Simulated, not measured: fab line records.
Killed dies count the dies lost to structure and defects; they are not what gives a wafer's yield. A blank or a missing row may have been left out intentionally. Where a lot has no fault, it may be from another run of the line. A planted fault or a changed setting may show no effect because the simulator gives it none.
What tool caused it? | flow sky130 | 32 wafers from 11 lots sampled at 3 of the route's 708 steps

## WHAT THE GAUGES READ, wafer by wafer
SKY_CONTACT_RS_MEAS_25: measures by four-point-probe.
lot  | measured     | on            | CONTACT_W_RS (ohm/sq)
L731 | day 32 14:44 | film_metro-04 | 0.335 0.336 0.334
L732 | day 33 01:04 | film_metro-01 | 0.331 0.340 0.329
L734 | day 33 16:11 | film_metro-03 | 0.336 0.328 0.334
L739 | day 35 07:18 | film_metro-03 | 0.635 0.641
L741 | day 35 15:01 | film_metro-04 | 0.333 0.642 0.333
L742 | day 36 06:15 | film_metro-03 | 0.638 0.337 0.338
L747 | day 37 22:54 | film_metro-01 | 0.329 0.336 0.345
L748 | day 38 04:23 | film_metro-03 | 0.346 0.335 0.336
L746 | day 38 06:53 | film_metro-04 | 0.340 0.335 0.341
L749 | day 38 10:43 | film_metro-01 | 0.332 0.338 0.345
L751 | day 39 02:08 | film_metro-04 | 0.339 0.339 0.335

## EACH LOT AND THE TOOL THAT RAN IT (in order: tool; ch and the chambers of the sampled wafers; start)
lot  | SKY_CONTACT_CMP_04            | SKY_CONTACT_CVD_24
L731 | cmp-02 ch 1,2,3, day 31 09:26 | cvd_w-02 ch 0,1, day 32 14:38
L732 | cmp-01 ch 0,1,3, day 31 20:31 | cvd_w-01 ch 0,1, day 33 00:57
L734 | cmp-01 ch 0,2, day 32 12:34   | cvd_w-02 ch 0,1, day 33 16:03
L739 | cmp-02 ch 0,1, day 34 04:08   | cvd_w-02 ch 1, day 35 07:10
L741 | cmp-02 ch 0,2,3, day 34 10:58 | cvd_w-02 ch 0,1, day 35 14:55
L742 | cmp-02 ch 0,1,3, day 35 03:06 | cvd_w-02 ch 0,1, day 36 06:08
L747 | cmp-02 ch 0,2,3, day 36 18:58 | cvd_w-01 ch 0,1, day 37 22:46
L748 | cmp-02 ch 1,3, day 37 01:23   | cvd_w-01 ch 0,1, day 38 04:16
L746 | cmp-02 ch 1,3, day 37 03:53   | cvd_w-01 ch 0,1, day 38 06:46
L749 | cmp-01 ch 0,1,3, day 37 08:03 | cvd_w-01 ch 0,1, day 38 10:37
L751 | cmp-01 ch 0,3, day 37 23:50   | cvd_w-02 ch 0,1, day 39 02:02
- SKY_CONTACT_CMP_04: polishes SiO2.
- SKY_CONTACT_CVD_24: deposits W, target thk 340 nm, time 102.12 s.

## THE ANSWER, worked out from the rows above alone
Rule: usual is defined by the lots themselves. Put in order of their means at a reading, lots are off if they are a third of the lots or fewer, leave a main group of 4 or more, and stand apart from it by a gap of 3 or more times the standard deviation of the main group's means; of several such gaps the widest counts. The tables above print the reading to a certain number of digits; a main group whose means all agree to those digits is not used. Also off: a lot with no number at a reading for which 4 or more lots have one. Any other lot the step has rows for is counted as sound.
Off: at SKY_CONTACT_RS_MEAS_25 (CONTACT_W_RS), L739, L741, L742. The main group: mean 0.336 ohm/sq, standard deviation 0.0023.
A tool fits if, at a process step before that reading, it ran every lot that is off, and no sound lot after the first of them. The gauges at SKY_CONTACT_RS_MEAS_25 are tried like those tools. Of those tried, none fits.

## WHAT THE SIMULATOR PUT IN
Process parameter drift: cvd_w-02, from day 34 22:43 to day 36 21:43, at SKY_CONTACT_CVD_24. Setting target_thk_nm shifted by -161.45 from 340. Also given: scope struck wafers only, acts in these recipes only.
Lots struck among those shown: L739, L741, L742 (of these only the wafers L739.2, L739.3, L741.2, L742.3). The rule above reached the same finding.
